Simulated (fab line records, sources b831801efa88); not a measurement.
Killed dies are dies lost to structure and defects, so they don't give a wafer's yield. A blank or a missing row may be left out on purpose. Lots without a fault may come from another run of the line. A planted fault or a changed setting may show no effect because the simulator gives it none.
fab line records | flow sky130
record lots=10 wafers=30 last_day=50
route steps=708 shown GATE_OXIDE@200 RES_PROTECT@214 POLY_GATE@229 PAD_OPEN@708
lots that met no fault: from a run of the same line without faults
start_h: hours from the record's first day to the start of the lot's first wafer shown | wait_h: hours since the lot's step before | " the same as in the row above | L1.1+2: a row that stands for several wafers | - no value, or no start given | * or withheld: withheld | < > ~ a bound
route shown NAME@n: a module of which the file shows steps, and the number in the route of the first | usual: mean/standard deviation of fault-free wafers | same: alike in all rows | chamber/n: place in a boat | sites: the reading at each site | _std_site: their standard deviation | _edge_site: outer sites' mean less inner sites' | radius_mm: how far each site lies from the wafer's centre | mask NAME#n: copy n | behind: the tool/chamber that last shaped the wafer | hold: why the lot was held/for how many hours/how that ended | device: the transistor (n, p or np) that didn't switch | end of line: the same wafers' tests at the end of the route | a step without rows: its recipe alone | killed: dies lost to structure and defects at the first sort, not the wafer's yield | map: a wafer's dies, x killed, . not, _ none there
set.NAME: the setting as run; set.NAME@STEP: as run at that earlier step | model.NAME: the simulator's own value behind a step, which no gauge read
steps of the route over a sample of lots; a table a step, a row a wafer
services: from which hour (start_h, from the record's first day; less than 0 if before it) a tool's chamber was out of use, for how many hours, and why
## steps
# step SKY_GATE_OXIDE_STRIP_13
# recipe chemistry=O2/N2 power_w=1400 pressure_mtorr=1500 platen_temp_c=withheld o2_flow_sccm=3000 n2_flow_sccm=300 overash_fraction=0.5
# usual drypump_motor_current_A=5.7/0.34 o2_flow_sccm=3001/8.8 oes_product_au=0.715/0.0044 strip_time_to_endpoint_s=14.18/0.038
# same overash_fraction=0.5
# columns lot.wafer tool chamber start_h wait_h drypump_motor_current_A o2_flow_sccm oes_product_au rf_hours_counter_h strip_time_to_endpoint_s
L209.1 plasma_asher-04 1 320.34 0.0 5.0 2989 0.712 65 14.22
L209.4 " 1 " " 5.0 2973 0.720 - 14.20
L209.5 " 0 " " 5.7 3008 0.716 - 14.24
L211.1 plasma_asher-04 1 339.04 0.0 5.0 2992 0.709 66 14.21
L211.4 " 1 " " 5.0 3000 0.712 - 14.23
L211.5 " 1 " " 5.0 3002 0.712 - 14.21
L212.3 plasma_asher-04 0 343.77 0.0 5.7 2997 0.718 - 14.21
L212.5 " 1 " " 5.0 2996 0.719 - 14.17
L212.6 " 0 " " 5.7 3001 0.713 - 14.19
L213.1 plasma_asher-03 1 352.68 0.0 5.8 3007 0.712 67 14.22
L213.3 " 0 " " 6.0 3006 0.714 - 14.23
L213.4 " 1 " " 5.9 3006 0.719 - 14.21
L214.1 plasma_asher-02 0 365.69 0.0 6.0 2987 0.719 51 14.14
L214.2 " 1 " " 5.7 3002 0.719 51 14.14
L214.4 " 0 " " 6.0 2992 0.721 - 14.11
L223.4 plasma_asher-03 0 440.13 0.0 6.0 2996 0.712 - 14.17
L223.5 " 1 " " 5.9 3000 0.715 - 14.20
L223.6 " 0 " " 6.0 3004 0.712 - 14.18
L226.1 plasma_asher-02 1 467.24 0.0 5.7 2995 0.720 60 14.14
L226.2 " 0 " " 6.0 3005 0.714 60 14.11
L226.6 " 1 " " 5.7 2984 0.707 - 14.09
L228.2 plasma_asher-03 0 480.59 0.0 6.0 3005 0.722 79 14.19
L228.4 " 0 " " 6.0 3001 0.720 - 14.18
L228.5 " 1 " " 5.9 2988 0.716 - 14.18
L230.2 plasma_asher-02 0 498.59 0.0 6.0 2992 0.714 63 14.20
L230.3 " 0 " " 6.0 3006 0.719 - 14.16
L230.4 " 1 " " 5.7 3010 0.707 - 14.14
L231.2 plasma_asher-04 0 504.33 0.0 5.7 3008 0.709 8 14.19
L231.4 " 0 " " 5.7 3001 0.712 - 14.19
L231.6 " 1 " " 5.1 3007 0.715 - 14.20
# step SKY_RES_PROTECT_STRIP_07
# recipe chemistry=O2/N2 power_w=1400 pressure_mtorr=1500 platen_temp_c=withheld o2_flow_sccm=3000 n2_flow_sccm=300 overash_fraction=0.5
# usual drypump_motor_current_A=5.7/0.35 o2_flow_sccm=2999/8.4 oes_product_au=0.517/0.0038 strip_time_to_endpoint_s=23.31/0.042
# same overash_fraction=0.5
# columns lot.wafer tool chamber start_h wait_h drypump_motor_current_A o2_flow_sccm oes_product_au rf_hours_counter_h strip_time_to_endpoint_s
L209.1 plasma_asher-04 0 350.32 0.1 5.7 2997 0.523 68 23.30
L209.4 " 1 " " 5.0 2999 0.517 - 23.34
L209.5 " 1 " " 5.0 2989 0.522 - 23.34
L211.1 plasma_asher-01 0 371.72 0.1 5.9 2995 0.520 24 23.37
L211.4 " 1 " " 5.8 3013 0.523 - 23.36
L211.5 " 0 " " 5.9 2998 0.518 - 23.34
L212.3 plasma_asher-02 1 375.36 0.1 5.7 2997 0.515 - 23.30
L212.5 " 0 " " 6.0 2998 0.512 - 23.29
L212.6 " 1 " " 5.7 3000 0.513 - 23.31
L213.1 plasma_asher-02 0 386.26 0.1 6.1 2997 0.524 53 23.27
L213.3 " 0 " " 6.1 3001 0.519 - 23.26
L213.4 " 1 " " 5.7 2996 0.514 - 23.22
L214.1 plasma_asher-04 0 398.21 0.1 5.8 2997 0.516 72 23.39
L214.2 " 1 " " 5.1 2991 0.511 72 23.35
L214.4 " 1 " " 5.0 2994 0.514 - 23.36
L223.4 plasma_asher-01 1 474.11 0.1 5.8 2996 0.510 - 23.28
L223.5 " 1 " " 5.8 2994 0.521 - 23.25
L223.6 " 0 " " 5.9 3016 0.514 - 23.30
L226.1 plasma_asher-01 0 502.12 0.1 5.9 3001 0.516 38 23.30
L226.2 " 1 " " 5.8 3001 0.515 38 23.27
L226.6 " 0 " " 5.8 3005 0.523 - 23.27
L228.2 plasma_asher-04 0 514.22 0.1 5.7 3008 0.517 9 23.35
L228.4 " 0 " " 5.7 2993 0.522 - 23.41
L228.5 " 1 " " 5.0 3004 0.515 - 23.33
L230.2 plasma_asher-04 0 530.76 0.1 5.7 3004 0.520 10 23.27
L230.3 " 1 " " 5.1 2992 0.511 - 23.27
L230.4 " 0 " " 5.7 3011 0.523 - 23.31
L231.2 plasma_asher-04 0 537.50 0.1 5.7 2983 0.521 11 23.31
L231.4 " 1 " " 5.0 3012 0.517 - 23.21
L231.6 " 0 " " 5.7 2980 0.521 - 23.29
# step SKY_POLY_GATE_ETCH_15
# recipe chemistry=N2/H2 target=BARC ion_energy_ev=200 source_w=500 bias_w=100 pressure_mtorr=30 n2_flow_sccm=100 h2_flow_sccm=200 stop_on=SiO2 time_s=118.5 target_depth_a=1100
# usual drypump_motor_current_A=5.8/0.42 oes_product_au=0.716/0.0046 throttle_valve_pct=13.213/0.0091
# columns lot.wafer tool chamber start_h wait_h drypump_motor_current_A oes_product_au rf_hours_counter_h throttle_valve_pct
L209.1 rie_diel-02 2 382.51 0.0 6.1 0.716 42 13.223
L209.4 " 0 " " 6.2 0.718 3 13.218
L209.5 " 3 " " 5.6 0.714 - 13.210
L211.1 rie_diel-04 2 402.90 0.0 6.4 0.714 88 13.211
L211.4 " 1 " " 5.9 0.713 14 13.216
L211.5 " 0 " " 5.9 0.710 - 13.215
L212.3 rie_diel-02 1 406.70 0.0 5.2 0.718 90 13.212
L212.5 " 1 " " 5.2 0.711 - 13.224
L212.6 " 2 " " 6.1 0.711 - 13.215
L213.1 rie_diel-02 3 417.98 0.0 5.7 0.710 6 13.213
L213.3 " 2 " " 6.2 0.714 43 13.219
L213.4 " 1 " " 5.2 0.719 90 13.206
L214.1 rie_diel-02 3 431.28 0.0 5.7 0.719 6 13.229
L214.2 " 1 " " 5.2 0.716 91 13.229
L214.4 " 2 " " 6.2 0.711 43 13.223
L223.4 rie_diel-01 3 506.48 0.0 5.5 0.720 1 13.216
L223.5 " 0 " " 4.9 0.716 - 13.200
L223.6 " 1 " " 5.5 0.714 - 13.214
L226.1 rie_diel-04 1 534.91 0.0 6.0 0.718 17 13.206
L226.2 " 0 " " 5.9 0.724 22 13.228
L226.6 " 0 " " 5.9 0.714 - 13.202
L228.2 rie_diel-01 3 546.75 0.0 5.5 0.710 1 13.213
L228.4 " 1 " " 5.5 0.717 3 13.219
L228.5 " 2 " " 6.1 0.710 - 13.217
L230.2 rie_diel-02 0 563.56 0.0 6.3 0.716 6 13.199
L230.3 " 2 " " 6.1 0.720 45 13.198
L230.4 " 3 " " 5.7 0.719 9 13.225
L231.2 rie_diel-01 3 570.23 0.0 5.5 0.711 1 13.216
L231.4 " 0 " " 4.9 0.706 19 13.221
L231.6 " 0 " " 4.9 0.715 - 13.208
# step SKY_POLY_GATE_OXIDATION_20
# recipe temp_c=850 ambient=O2 stabilise_s=600 purge_s=300 target_thk_a=40 ox_time_s=899
# usual spike_tc_bottom_C=866.1/2 spike_tc_centre_C=849.8/0.99 spike_tc_lower_C=850.8/1.1 spike_tc_top_C=861.5/1.3 spike_tc_upper_C=848.6/1.1 tube_center_temp_C=850.01/0.077 tube_center_temp_C_max=852.2/0.38 zone_power_upper_pct=16.6/0.3
# columns lot.wafer tool chamber start_h wait_h spike_tc_bottom_C spike_tc_centre_C spike_tc_lower_C spike_tc_top_C spike_tc_upper_C tube_center_temp_C tube_center_temp_C_max zone_power_upper_pct
L209.1 furnace-01 0 383.70 0.8 867.9 849.6 851.1 861.1 848.6 850.12 852.0 16.7
L209.4 " 0 " " 867.3 850.2 850.6 860.4 847.7 850.1 852.4 16.6
L209.5 " 0 " " 868.3 849.8 851.1 861.7 848.9 850.15 851.9 16.9
L211.1 furnace-01 0 406.93 3.6 869.1 851.4 849.6 862.0 850.0 849.95 852.3 16.9
L211.4 " 0 " " 866.6 850.2 850.1 860.0 848.7 849.89 852.1 17.0
L211.5 " 0 " " 867.1 851.7 851.5 860.7 846.6 849.88 852.2 16.6
L212.3 furnace-02 0 409.73 2.6 863.6 850.2 846.8 863.7 848.2 849.99 852.3 16.2
L212.5 " 0 " " 863.4 849.1 849.7 862.0 846.6 850.04 853.3 15.9
L212.6 " 0 " " 863.9 851.1 849.2 861.4 848.4 850.11 852.4 16.2
L213.1 furnace-01 0 420.99 2.6 879.1 860.8 862.5 871.2 859.2 860.51 862.7 17.0
L213.3 " 0 " " 876.6 858.9 862.3 872.2 859.7 860.67 863.0 17.1
L213.4 " 0 " " 878.7 859.8 860.5 870.7 859.5 860.68 863.3 17.2
L214.1 furnace-01 0 433.35 1.7 878.3 860.3 861.5 871.3 858.8 860.63 863.0 17.0
L214.2 " 0 " " 878.3 859.2 861.3 869.4 858.6 860.54 862.5 17.2
L214.4 " 0 " " 877.9 861.1 861.0 869.3 860.9 860.61 862.5 17.2
L223.4 furnace-01 0 507.41 0.5 867.7 850.7 853.3 860.7 848.8 850.02 852.4 16.8
L223.5 " 0 " " 866.4 851.9 850.9 861.5 849.0 849.97 851.9 17.2
L223.6 " 0 " " 867.8 849.7 851.4 859.1 848.7 850.03 852.7 16.7
L226.1 furnace-01 0 536.36 1.1 867.0 849.1 851.3 861.4 849.1 849.86 852.8 16.7
L226.2 " 0 " " 867.2 848.8 852.0 861.1 850.2 849.9 851.9 16.7
L226.6 " 0 " " 867.5 850.2 851.2 861.7 849.3 850.15 852.0 16.7
L228.2 furnace-02 0 547.14 0.0 861.6 849.9 849.9 863.3 848.1 849.95 852.1 16.3
L228.4 " 0 " " 866.5 848.5 849.9 863.1 848.8 850.01 852.1 16.1
L228.5 " 0 " " 863.9 848.7 851.6 861.8 847.0 849.95 852.2 16.1
L230.2 furnace-01 0 563.95 0.0 866.9 850.8 851.1 860.0 847.5 849.85 851.7 16.6
L230.3 " 0 " " 867.7 850.4 850.8 861.0 848.9 849.99 852.0 16.7
L230.4 " 0 " " 867.3 848.7 850.9 860.3 848.9 849.93 851.6 16.6
L231.2 furnace-01 0 572.37 1.8 868.1 851.5 850.5 861.2 849.5 850.06 851.7 16.8
L231.4 " 0 " " 867.9 849.4 851.5 862.8 848.7 850.08 853.1 16.6
L231.6 " 0 " " 866.9 848.2 849.6 859.6 848.9 849.89 852.0 17.0
# step SKY_POLY_GATE_THK_MEAS_21
# recipe reads=SiO2_of_POLY_GATE_OXIDATION_20
# usual POLY_GATE_OXIDATION_THK=4.02/0.074
# columns lot.wafer tool chamber start_h wait_h POLY_GATE_OXIDATION_THK[nm]
L209.1 film_metro-04 - 384.95 0.0 3.95
L209.4 " - " " 4.02
L209.5 " - " " 4.00
L211.1 film_metro-04 - 408.17 0.0 3.88
L211.4 " - " " 4.04
L211.5 " - " " 3.98
L212.3 film_metro-04 - 411.00 0.0 4.01
L212.5 " - " " 4.12
L212.6 " - " " 4.13
L213.1 film_metro-01 - 422.24 0.0 4.75
L213.3 " - " " 4.79
L213.4 " - " " 4.72
L214.1 film_metro-03 - 434.60 0.0 4.56
L214.2 " - " " 4.58
L214.4 " - " " 4.71
L223.4 film_metro-04 - 508.69 0.0 4.03
L223.5 " - " " 3.97
L223.6 " - " " 3.98
L226.1 film_metro-03 - 537.61 0.0 4.11
L226.2 " - " " 4.12
L226.6 " - " " 4.19
L228.2 film_metro-04 - 548.40 0.0 3.94
L228.4 " - " " 4.11
L228.5 " - " " 4.04
L230.2 film_metro-03 - 565.21 0.0 4.09
L230.3 " - " " 4.08
L230.4 " - " " 4.04
L231.2 film_metro-04 - 573.63 0.0 4.00
L231.4 " - " " 3.91
L231.6 " - " " 4.09
# step SKY_PAD_OPEN_PROBE_99
# usual killed_at_M0_to_M3=41/6.2 killed_at_M4_up=3.0/1.7 killed_at_contacts=25/5.8 killed_at_front_end=16/4.5 killed_at_other=0.2/0.42 killed_dies=85/8.4 killed_open=46/5.9 killed_short=39/6.3
# same gross_dies=492 killed_at_back_side=0
# columns lot.wafer tool chamber start_h wait_h killed_at_M0_to_M3 killed_at_M4_up killed_at_contacts killed_at_front_end killed_at_other killed_dies killed_open killed_short
L213.1 prober-01 - 1111.30 0.1 39 3 37 9 0 88 42 46
L213.3 prober-01 - 1111.40 0.2 47 1 33 20 0 101 47 54
L213.4 prober-01 - 1111.45 0.2 54 2 23 20 0 99 48 51
L214.1 prober-02 - 1120.05 0.1 38 4 15 13 0 70 35 35
L214.2 prober-02 - 1120.10 0.1 40 4 25 16 0 85 41 44
L214.4 prober-02 - 1120.20 0.2 32 4 19 10 0 65 35 30
L223.4 prober-01 - 1166.07 0.2 47 2 23 18 0 90 49 41
L223.5 prober-01 - 1166.12 0.2 48 3 19 13 0 83 47 36
L223.6 prober-01 - 1166.17 0.2 41 4 25 14 1 85 43 42
L226.1 prober-02 - 1181.61 0.1 49 2 22 17 0 90 44 46
L226.2 prober-02 - 1181.66 0.1 36 3 21 21 0 81 40 41
L226.6 prober-02 - 1181.86 0.2 33 3 18 24 0 78 42 36
# killed by level:class
L213.1 CONTACT:geometric_particle:open=15 LOCAL_INTERCONNECT:geometric_particle:short=8 VIA3:geometric_particle:open=8 LI_CONTACT:geometric_particle:short=6 VIA1:geometric_particle:open=5 METAL2:geometric_particle:short=5 POLY_GATE:geometric_particle:short=4 METAL1:geometric_particle:short=4
L213.3 CONTACT:geometric_particle:open=15 METAL1:geometric_particle:short=9 LI_CONTACT:geometric_particle:open=8 METAL2:geometric_particle:short=6 LOCAL_INTERCONNECT:geometric_particle:short=6 VIA1:geometric_particle:open=6 VIA3:geometric_particle:short=6 METAL3:geometric_particle:short=5
L213.4 CONTACT:geometric_particle:open=9 VIA3:geometric_particle:open=9 VIA1:geometric_particle:open=8 METAL1:geometric_particle:short=8 FIELD_ISO:geometric_particle:open=7 VIA1:geometric_particle:short=6 METAL2:geometric_particle:short=6 VIA3:geometric_particle:short=6
L214.1 VIA1:geometric_particle:open=10 VIA2:geometric_particle:open=7 METAL1:geometric_particle:short=5 VIA3:geometric_particle:open=5 FIELD_ISO:geometric_particle:short=4 POLY_GATE:geometric_particle:short=4 LI_CONTACT:geometric_particle:short=4 CONTACT:geometric_particle:open=4
L214.2 CONTACT:geometric_particle:open=10 VIA1:geometric_particle:open=10 VIA3:geometric_particle:open=8 METAL1:geometric_particle:short=7 METAL2:geometric_particle:short=6 LI_CONTACT:geometric_particle:short=5 LOCAL_INTERCONNECT:geometric_particle:short=5 FIELD_ISO:geometric_particle:short=4
L214.4 CONTACT:geometric_particle:open=9 VIA2:geometric_particle:open=6 VIA1:geometric_particle:short=6 VIA3:geometric_particle:open=6 FIELD_ISO:geometric_particle:open=5 METAL1:geometric_particle:short=4 VIA3:geometric_particle:short=4 METAL4:geometric_particle:short=4
L223.4 VIA1:geometric_particle:open=16 CONTACT:geometric_particle:open=10 VIA1:geometric_particle:short=9 FIELD_ISO:geometric_particle:short=6 VIA3:geometric_particle:open=5 VIA2:geometric_particle:short=5 POLY_GATE:geometric_particle:short=4 LI_CONTACT:geometric_particle:open=4
L223.5 VIA1:geometric_particle:open=12 VIA2:geometric_particle:open=11 CONTACT:geometric_particle:open=10 CONTACT:geometric_particle:short=6 METAL2:geometric_particle:short=6 VIA1:geometric_particle:short=4 VIA3:geometric_particle:open=4 POLY_GATE:geometric_particle:short=3
L223.6 VIA1:geometric_particle:open=13 CONTACT:geometric_particle:open=10 FIELD_ISO:geometric_particle:short=6 VIA2:geometric_particle:short=6 LI_CONTACT:geometric_particle:open=5 METAL1:geometric_particle:short=5 VIA1:geometric_particle:short=4 LOCAL_INTERCONNECT:geometric_particle:short=4
L226.1 CONTACT:geometric_particle:open=12 VIA1:geometric_particle:open=10 METAL3:geometric_particle:short=8 METAL1:geometric_particle:short=7 METAL2:geometric_particle:short=6 FIELD_ISO:geometric_particle:open=5 POLY_GATE:geometric_particle:short=5 LI_CONTACT:geometric_particle:open=4
L226.2 VIA1:geometric_particle:open=8 CONTACT:geometric_particle:open=8 METAL1:geometric_particle:short=7 FIELD_ISO:geometric_particle:short=6 POLY_GATE:geometric_particle:short=5 VIA2:geometric_particle:open=5 LI_CONTACT:geometric_particle:open=4 LOCAL_INTERCONNECT:geometric_particle:short=4
L226.6 METAL2:geometric_particle:short=8 VIA1:geometric_particle:open=7 FIELD_ISO:geometric_particle:open=6 POLY_GATE:geometric_particle:open=6 CONTACT:geometric_particle:short=6 FIELD_ISO:geometric_particle:short=5 VIA3:geometric_particle:open=5 CONTACT:geometric_particle:open=5
## services
# columns tool chamber start_h hours kind
plasma_asher-01 - 325.24 2.8 repair
furnace-01 - 329.06 11.4 pm
plasma_asher-01 - 341.39 0.8 repair
rie_diel-01 1 349.25 2.9 repair
rie_diel-02 3 363.21 6.3 repair
rie_diel-02 0 367.30 4.7 repair
plasma_asher-04 - 376.93 2.8 pm
plasma_asher-02 - 379.23 2.2 repair
plasma_asher-01 - 383.35 2.2 repair
rie_diel-01 0 397.34 2.4 repair
rie_diel-02 0 409.98 4.1 repair
furnace-01 - 415.41 2.9 pm
plasma_asher-02 - 418.67 15.6 pm
rie_diel-01 - 419.25 0.8 repair
plasma_asher-04 - 421.25 9.0 pm
plasma_asher-03 - 463.42 3.6 repair
rie_diel-01 0 465.11 2.0 repair
rie_diel-02 2 465.58 2.0 repair
plasma_asher-03 - 485.36 4.7 repair
plasma_asher-03 - 500.66 2.8 pm
furnace-01 - 514.58 5.8 pm
rie_diel-02 2 530.49 5.6 repair
rie_diel-02 - 532.92 4.7 repair
furnace-01 - 547.23 4.7 pm
## key
first_sign step=SKY_POLY_GATE_OXIDATION_20 reading=tube_center_temp_C direction=up sigmas=99+ usual=* struck=*
effect step=SKY_POLY_GATE_OXIDATION_20 reading=tube_center_temp_C_max direction=up sigmas=28 usual=* struck=*
effect step=SKY_POLY_GATE_THK_MEAS_21 reading=POLY_GATE_OXIDATION_THK direction=up sigmas=9 usual=4.02 struck=4.69
met_at SKY_POLY_GATE_OXIDATION_20
struck_lots L213,L214
tester_left_out L213,L214
not_acting_at SKY_GATE_OXIDE_STRIP_13,SKY_RES_PROTECT_STRIP_07,SKY_POLY_GATE_ETCH_15
onset_between 406.93 420.99
fault kind=process_parameter_drift tool=furnace-01 chamber=- onset_h=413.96 steps=SKY_POLY_GATE_OXIDATION_20 channel=temp_c offset=* shape=step end_h=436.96 acts_in=* stated=*
# tester_left_out: of these lots the tester's yield and bins aren't shown, on N5 and GAA mostly nor the transistor test; their killed dies are dies lost to structure and defects alone, not to doping, threshold or leakage, so they don't give the yield
